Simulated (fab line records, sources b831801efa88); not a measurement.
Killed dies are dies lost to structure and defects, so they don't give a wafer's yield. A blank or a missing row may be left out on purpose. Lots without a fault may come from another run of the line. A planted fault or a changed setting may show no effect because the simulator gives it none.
Which tool did it? | flow sky130 | 11 lots, 33 wafers sampled, at 4 steps of a route of 708

WHAT THE GAUGES READ, wafer by wafer
SKY_LDD_HVP_TW_MEAS_10.
lot  | measured     | on            | LDD_HVP_TW
L551 | day 21 09:16 | film_metro-01 | 456.2 454.0 455.3
L553 | day 22 02:33 | film_metro-02 | 456.3 456.9 456.5
L554 | day 22 06:30 | film_metro-01 | 455.8 456.5 455.4
L560 | day 25 07:52 | film_metro-01 | 476.4 476.2 476.2
L563 | day 26 01:41 | film_metro-02 | 478.6 477.0 476.4
L569 | day 28 15:40 | film_metro-02 | 455.7 455.8 456.7
L567 | day 28 17:28 | film_metro-01 | 456.3 459.2 459.2
L570 | day 29 06:57 | film_metro-02 | 457.6 457.5 457.0
L571 | day 29 14:29 | film_metro-04 | 452.5 452.3 455.4
L572 | day 29 19:25 | film_metro-02 | 458.1 458.2 458.5
L573 | day 29 21:04 | film_metro-04 | 455.9 455.8 455.0

WHICH TOOL RAN EACH LOT (tool, then ch and the chambers of the sampled wafers, then the start)
lot  | SKY_POLY_GATE_ETCH_17            | SKY_LDD_HVP_IMPLANT_08          | SKY_LDD_HVP_STRIP_09
L551 | rie_si-01 ch 0,1,2, day 16 08:22 | implanter-04 ch 0, day 21 09:01 | plasma_asher-02 ch 0,1, day 21 09:09
L553 | rie_si-01 ch 2,3, day 16 23:03   | implanter-01 ch 0, day 22 02:18 | plasma_asher-01 ch 0,1, day 22 02:27
L554 | rie_si-01 ch 2,3, day 17 02:00   | implanter-02 ch 0, day 22 06:12 | plasma_asher-01 ch 0,1, day 22 06:21
L560 | rie_si-01 ch 2,3, day 20 02:54   | implanter-01 ch 0, day 25 07:37 | plasma_asher-04 ch 0,1, day 25 07:46
L563 | rie_si-02 ch 0,2,3, day 20 22:04 | implanter-01 ch 0, day 26 01:26 | plasma_asher-01 ch 0,1, day 26 01:35
L569 | rie_si-02 ch 2,3, day 23 14:30   | implanter-01 ch 0, day 28 15:26 | plasma_asher-02 ch 0,1, day 28 15:35
L567 | rie_si-02 ch 0,1, day 23 14:51   | implanter-01 ch 0, day 28 17:13 | plasma_asher-01 ch 0,1, day 28 17:22
L570 | rie_si-01 ch 0,2,3, day 24 06:30 | implanter-02 ch 0, day 29 06:43 | plasma_asher-02 ch 0,1, day 29 06:50
L571 | rie_si-02 ch 0,1, day 24 17:45   | implanter-04 ch 0, day 29 14:14 | plasma_asher-01 ch 0,1, day 29 14:23
L572 | rie_si-01 ch 1,3, day 24 21:18   | implanter-04 ch 0, day 29 19:11 | plasma_asher-01 ch 0,1, day 29 19:20
L573 | rie_si-02 ch 0,1, day 24 21:43   | implanter-01 ch 0, day 29 20:49 | plasma_asher-02 ch 0,1, day 29 20:58
- SKY_POLY_GATE_ETCH_17: etches poly-Si in HBr/Cl2, stops on SiO2, target depth 180 nm, time 70.5 s.
- SKY_LDD_HVP_IMPLANT_08
- SKY_LDD_HVP_STRIP_09: strips in O2/N2.

THE ANSWER, worked out from the rows above alone
Rule: what is usual is taken from the lots themselves. Put in order of their means at a reading, lots are off if they are a third of the lots or fewer, leave a main group of 4 or more, and stand apart from it by a gap of 3 or more times the standard deviation of the main group's means; of several such gaps the widest counts. A main group whose means are all the same, to the digits that the tables above print for the reading, isn't used. A lot without any number at a reading at which 4 lots or more have one is off too. The other lots that the step has rows for count as sound.
Off: L560, L563, at SKY_LDD_HVP_TW_MEAS_10 (LDD_HVP_TW). The main group: mean 456.3, standard deviation 1.5.
A tool fits if, at a process step before that reading, it ran every lot that is off, and no sound lot after the first of them. The gauges at SKY_LDD_HVP_TW_MEAS_10 are tried like those tools. None of those tried fits.

WHAT THE SIMULATOR HAD PUT IN
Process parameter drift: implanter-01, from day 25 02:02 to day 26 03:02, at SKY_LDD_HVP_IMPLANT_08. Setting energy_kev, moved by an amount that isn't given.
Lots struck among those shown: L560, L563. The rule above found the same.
